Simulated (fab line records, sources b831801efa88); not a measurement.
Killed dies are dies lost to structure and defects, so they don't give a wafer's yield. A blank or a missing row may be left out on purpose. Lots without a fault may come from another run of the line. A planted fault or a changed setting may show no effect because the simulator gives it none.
fab line records | flow gf180mcu
record lots=13 wafers=39 last_day=34
route steps=602 shown VT_IMPLANT@108 HV_LDD@224 M3@412 M4@462
lots that met no fault: from a run of the same line without faults
start_h: hours from the record's first day to the start of the lot's first wafer shown | wait_h: hours since the lot's step before | " the same as in the row above | L1.1+2: a row that stands for several wafers | - no value, or no start given | * or withheld: withheld | < > ~ a bound
route shown NAME@n: a module of which the file shows steps, and the number in the route of the first | usual: mean/standard deviation of fault-free wafers | same: alike in all rows | chamber/n: place in a boat | sites: the reading at each site | _std_site: their standard deviation | _edge_site: outer sites' mean less inner sites' | radius_mm: how far each site lies from the wafer's centre | mask NAME#n: copy n | behind: the tool/chamber that last shaped the wafer | hold: why the lot was held/for how many hours/how that ended | device: the transistor (n, p or np) that didn't switch | end of line: the same wafers' tests at the end of the route | a step without rows: its recipe alone | killed: dies lost to structure and defects at the first sort, not the wafer's yield | map: a wafer's dies, x killed, . not, _ none there
set.NAME: the setting as run; set.NAME@STEP: as run at that earlier step | model.NAME: the simulator's own value behind a step, which no gauge read
steps of the route over a sample of lots; a table a step, a row a wafer
services: from which hour (start_h, from the record's first day; less than 0 if before it) a tool's chamber was out of use, for how many hours, and why
## steps
# step GF_VT_IMPLANT_OVL_MEAS_18
# usual VT_IMPLANT_01_OVL=0.2/1.4
# columns lot.wafer tool chamber start_h wait_h VT_IMPLANT_01_OVL[nm]
L970.2 overlay-01 - 126.51 0.1 1.7
L970.4 " - " " -1.0
L970.5 " - " " 2.0
L971.1 overlay-02 - 133.18 0.1 0.6
L971.2 " - " " 3.4
L971.6 " - " " 3.0
L972.3 overlay-01 - 138.82 0.1 -1.9
L972.4 " - " " -1.2
L972.5 " - " " -4.0
L973.3 overlay-02 - 145.99 0.1 -0.3
L973.4 " - " " 1.1
L973.6 " - " " -0.4
L974.2 overlay-02 - 149.82 0.1 2.0
L974.3 " - " " 1.6
L974.6 " - " " 0.3
L977.1 overlay-01 - 169.15 0.1 1.2
L977.3 " - " " 1.1
L977.6 " - " " 0.1
L978.1 overlay-01 - 179.65 0.1 -0.6
L978.2 " - " " -0.4
L978.6 " - " " 0.8
L979.3 overlay-01 - 186.82 0.1 -2.1
L979.4 " - " " -1.5
L979.5 " - " " -0.6
L983.1 overlay-02 - 208.07 0.1 -2.7
L983.3 " - " " 0.4
L983.6 " - " " -0.7
L988.1 overlay-02 - 239.01 0.1 2.4
L988.4 " - " " 3.3
L988.5 " - " " 1.8
L989.1 overlay-01 - 245.26 0.1 -0.8
L989.2 " - " " 1.3
L989.3 " - " " 1.4
L992.2 overlay-01 - 265.02 0.1 -0.4
L992.4 " - " " -1.2
L992.5 " - " " -1.1
L993.4 overlay-01 - 271.43 0.1 1.0
L993.5 " - " " 2.8
L993.6 " - " " 0.9
# step GF_HV_LDD_IMPLANT_48
# recipe species=B energy_kev=25 dose_cm2=3e+13 tilt_deg=7
# usual dose_ions_cm2=2.999e+13/3.4e+10 faraday_current_uA=169/3.6
# columns lot.wafer tool chamber start_h wait_h dose_ions_cm2 faraday_current_uA
L970.2 implanter-03 0 273.05 0.0 3.002e+13 171
L970.4 " 0 " " 2.999e+13 171
L970.5 " 0 " " 2.997e+13 165
L971.1 implanter-03 0 281.51 0.0 2.996e+13 172
L971.2 " 0 " " 2.995e+13 170
L971.6 " 0 " " 3e+13 168
L972.3 implanter-03 0 289.83 0.1 3.004e+13 171
L972.4 " 0 " " 2.993e+13 166
L972.5 " 0 " " 3.006e+13 170
L973.3 implanter-01 0 297.36 0.1 3.003e+13 169
L973.4 " 0 " " 3.008e+13 174
L973.6 " 0 " " 2.998e+13 170
L974.2 implanter-03 0 302.52 0.0 2.997e+13 176
L974.3 " 0 " " 3.001e+13 170
L974.6 " 0 " " 3.003e+13 169
L977.1 implanter-02 0 328.66 0.0 2.996e+13 170
L977.3 " 0 " " 2.994e+13 173
L977.6 " 0 " " 2.999e+13 169
L978.1 implanter-02 0 339.98 0.0 2.999e+13 173
L978.2 " 0 " " 3.001e+13 170
L978.6 " 0 " " 2.999e+13 167
L979.3 implanter-01 0 349.75 0.1 2.995e+13 165
L979.4 " 0 " " 3.001e+13 166
L979.5 " 0 " " 2.999e+13 164
L983.1 implanter-03 0 379.31 0.0 2.999e+13 169
L983.3 " 0 " " 2.999e+13 168
L983.6 " 0 " " 3.002e+13 173
L988.1 implanter-02 0 421.33 0.0 3.376e+13 194
L988.4 " 0 " " 3.381e+13 186
L988.5 " 0 " " 3.383e+13 188
L989.1 implanter-02 0 429.05 0.0 3.386e+13 190
L989.2 " 0 " " 3.382e+13 191
L989.3 " 0 " " 3.385e+13 196
L992.2 implanter-03 0 453.47 0.0 3e+13 170
L992.4 " 0 " " 3.002e+13 163
L992.5 " 0 " " 2.997e+13 168
L993.4 implanter-01 0 458.12 0.1 2.997e+13 169
L993.5 " 0 " " 3e+13 162
L993.6 " 0 " " 3e+13 161
# step GF_HV_LDD_TW_MEAS_50
# usual HV_LDD_4_TW=568/4.8
# columns lot.wafer tool chamber start_h wait_h HV_LDD_4_TW
L970.2 film_metro-03 - 273.29 0.1 562
L970.4 " - " " 561
L970.5 " - " " 563
L971.1 film_metro-01 - 281.76 0.1 570
L971.2 " - " " 570
L971.6 " - " " 572
L972.3 film_metro-03 - 290.05 0.1 555
L972.4 " - " " 561
L972.5 " - " " 560
L973.3 film_metro-03 - 297.58 0.1 561
L973.4 " - " " 566
L973.6 " - " " 563
L974.2 film_metro-04 - 302.76 0.1 568
L974.3 " - " " 573
L974.6 " - " " 571
L977.1 film_metro-01 - 328.91 0.1 571
L977.3 " - " " 570
L977.6 " - " " 569
L978.1 film_metro-03 - 340.23 0.1 563
L978.2 " - " " 562
L978.6 " - " " 561
L979.3 film_metro-04 - 349.97 0.1 571
L979.4 " - " " 570
L979.5 " - " " 571
L983.1 film_metro-04 - 379.56 0.1 570
L983.3 " - " " 568
L983.6 " - " " 572
L988.1 film_metro-04 - 421.58 0.1 600
L988.4 " - " " 596
L988.5 " - " " 599
L989.1 film_metro-01 - 429.30 0.1 596
L989.2 " - " " 593
L989.3 " - " " 594
L992.2 film_metro-01 - 453.70 0.1 576
L992.4 " - " " 574
L992.5 " - " " 576
L993.4 film_metro-03 - 458.32 0.1 563
L993.5 " - " " 563
L993.6 " - " " 564
# step GF_M3_SPUTTER_03
# recipe material=Ti target_thk_nm=10 substrate_temp_c=300 chamber_pressure_pa=0.3 power_w=3000 time_s=6.7
# usual substrate_temp_c=300.02/0.21 throttle_valve_pct=29.6/0.93
# columns lot.wafer tool chamber start_h wait_h substrate_temp_c throttle_valve_pct
L970.2 pvd_sputter-03 - 460.90 0.0 299.77 29.5
L970.4 " - " " 299.84 30.5
L970.5 " - " " 300.02 29.9
L971.1 pvd_sputter-04 - 470.52 0.0 299.79 31.0
L971.2 " - " " 299.76 28.9
L971.6 " - " " 299.89 31.0
L972.3 pvd_sputter-03 - 481.60 0.0 300.07 28.7
L972.4 " - " " 300.13 30.0
L972.5 " - " " 300.00 29.9
L973.3 pvd_sputter-04 - 492.02 0.0 300.21 30.9
L973.4 " - " " 299.84 29.1
L973.6 " - " " 299.69 29.3
L974.2 pvd_sputter-03 - 495.43 0.0 299.80 30.7
L974.3 " - " " 299.96 29.5
L974.6 " - " " 299.75 29.6
L977.1 pvd_sputter-04 - 529.38 0.0 300.37 30.8
L977.3 " - " " 299.87 29.1
L977.6 " - " " 299.74 31.0
L978.1 pvd_sputter-04 - 538.95 0.0 300.00 31.0
L978.2 " - " " 299.73 30.0
L978.6 " - " " 300.47 29.7
L979.3 pvd_sputter-03 - 551.52 0.0 300.11 29.9
L979.4 " - " " 300.04 29.5
L979.5 " - " " 299.79 30.7
L983.1 pvd_sputter-01 - 578.05 0.0 300.26 28.1
L983.3 " - " " 300.36 29.5
L983.6 " - " " 300.04 31.1
L988.1 pvd_sputter-04 - 617.63 0.0 300.05 29.8
L988.4 " - " " 300.14 29.0
L988.5 " - " " 300.06 29.8
L989.1 pvd_sputter-03 - 623.24 0.0 300.24 29.8
L989.2 " - " " 300.16 30.5
L989.3 " - " " 300.24 28.7
L992.2 pvd_sputter-01 - 643.64 0.0 299.80 28.1
L992.4 " - " " 299.82 28.1
L992.5 " - " " 300.36 31.3
L993.4 pvd_sputter-01 - 645.64 0.0 299.67 28.1
L993.5 " - " " 299.96 28.5
L993.6 " - " " 299.97 28.3
# step GF_M4_THK_MEAS_06
# recipe thk_meas_gauge=xrf reads=AlCu_of_M4_SPUTTER_02
# usual M4_ALCU_THK=457/6.5
# columns lot.wafer tool chamber start_h wait_h M4_ALCU_THK[nm]
L970.2 film_metro-01 - 511.30 0.1 451
L970.4 " - " " 447
L970.5 " - " " 449
L971.1 film_metro-03 - 520.97 0.1 456
L971.2 " - " " 449
L971.6 " - " " 455
L972.3 film_metro-02 - 530.99 0.1 457
L972.4 " - " " 459
L972.5 " - " " 458
L973.3 film_metro-03 - 541.37 0.1 456
L973.4 " - " " 463
L973.6 " - " " 460
L974.2 film_metro-03 - 545.14 0.1 465
L974.3 " - " " 460
L974.6 " - " " 465
L977.1 film_metro-01 - 577.31 0.1 449
L977.3 " - " " 455
L977.6 " - " " 456
L978.1 film_metro-01 - 586.30 0.1 440
L978.2 " - " " 445
L978.6 " - " " 443
L979.3 film_metro-01 - 599.24 0.1 448
L979.4 " - " " 453
L979.5 " - " " 458
L983.1 film_metro-01 - 622.82 0.1 448
L983.3 " - " " 449
L983.6 " - " " 449
L988.1 film_metro-03 - 661.36 0.1 468
L988.4 " - " " 468
L988.5 " - " " 463
L989.1 film_metro-03 - 666.47 0.1 464
L989.2 " - " " 466
L989.3 " - " " 465
L992.2 film_metro-03 - 684.94 0.1 448
L992.4 " - " " 447
L992.5 " - " " 449
L993.4 film_metro-02 - 687.55 0.1 449
L993.5 " - " " 453
L993.6 " - " " 451
## services
# columns tool chamber start_h hours kind
pvd_sputter-04 1 250.40 - consumable_replace:kit
pvd_sputter-04 - 263.22 3.3 repair
implanter-03 - 267.95 1.7 repair
implanter-03 - 334.85 2.4 repair
implanter-03 - 339.50 3.1 repair
implanter-02 - 343.99 0.7 repair
implanter-02 - 358.25 23.0 pm
pvd_sputter-01 - 370.15 1.7 repair
implanter-02 - 381.24 2.9 pm
implanter-02 - 394.44 1.8 repair
implanter-02 - 451.26 1.3 repair
implanter-03 - 468.66 2.6 repair
implanter-03 - 474.49 3.7 pm
implanter-02 - 482.57 113.8 pm
implanter-01 - 491.74 2.1 repair
pvd_sputter-04 - 518.18 3.9 repair
pvd_sputter-03 - 518.79 9.6 repair
implanter-03 - 522.15 1.0 repair
implanter-03 - 523.99 2.8 pm
pvd_sputter-04 - 527.09 1.4 repair
pvd_sputter-01 - 538.07 8.1 repair
implanter-02 - 596.40 4.6 pm
pvd_sputter-03 - 608.10 1.5 repair
implanter-01 - 626.58 3.6 repair
## key
first_sign step=GF_HV_LDD_IMPLANT_48 reading=dose_ions_cm2 direction=up sigmas=99+ usual=2.999e+13 struck=3.382e+13
effect step=GF_HV_LDD_IMPLANT_48 reading=faraday_current_uA direction=up sigmas=6.1 usual=169 struck=191
effect step=GF_HV_LDD_TW_MEAS_50 reading=HV_LDD_4_TW direction=up sigmas=5.9 usual=568 struck=596
met_at GF_HV_LDD_IMPLANT_48
struck_lots L988,L989
tester_left_out L988,L989
not_acting_at GF_VT_IMPLANT_OVL_MEAS_18,GF_M3_SPUTTER_03,GF_M4_THK_MEAS_06
onset_between 339.98 421.33
fault kind=process_parameter_drift tool=implanter-02 chamber=- onset_h=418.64 steps=GF_HV_LDD_IMPLANT_48 channel=dose_cm2 offset=3.8713e+12 shape=step end_h=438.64 acts_in=these_recipes_only stated=3e+13
# tester_left_out: of these lots the tester's yield and bins aren't shown, on N5 and GAA mostly nor the transistor test; their killed dies are dies lost to structure and defects alone, not to doping, threshold or leakage, so they don't give the yield
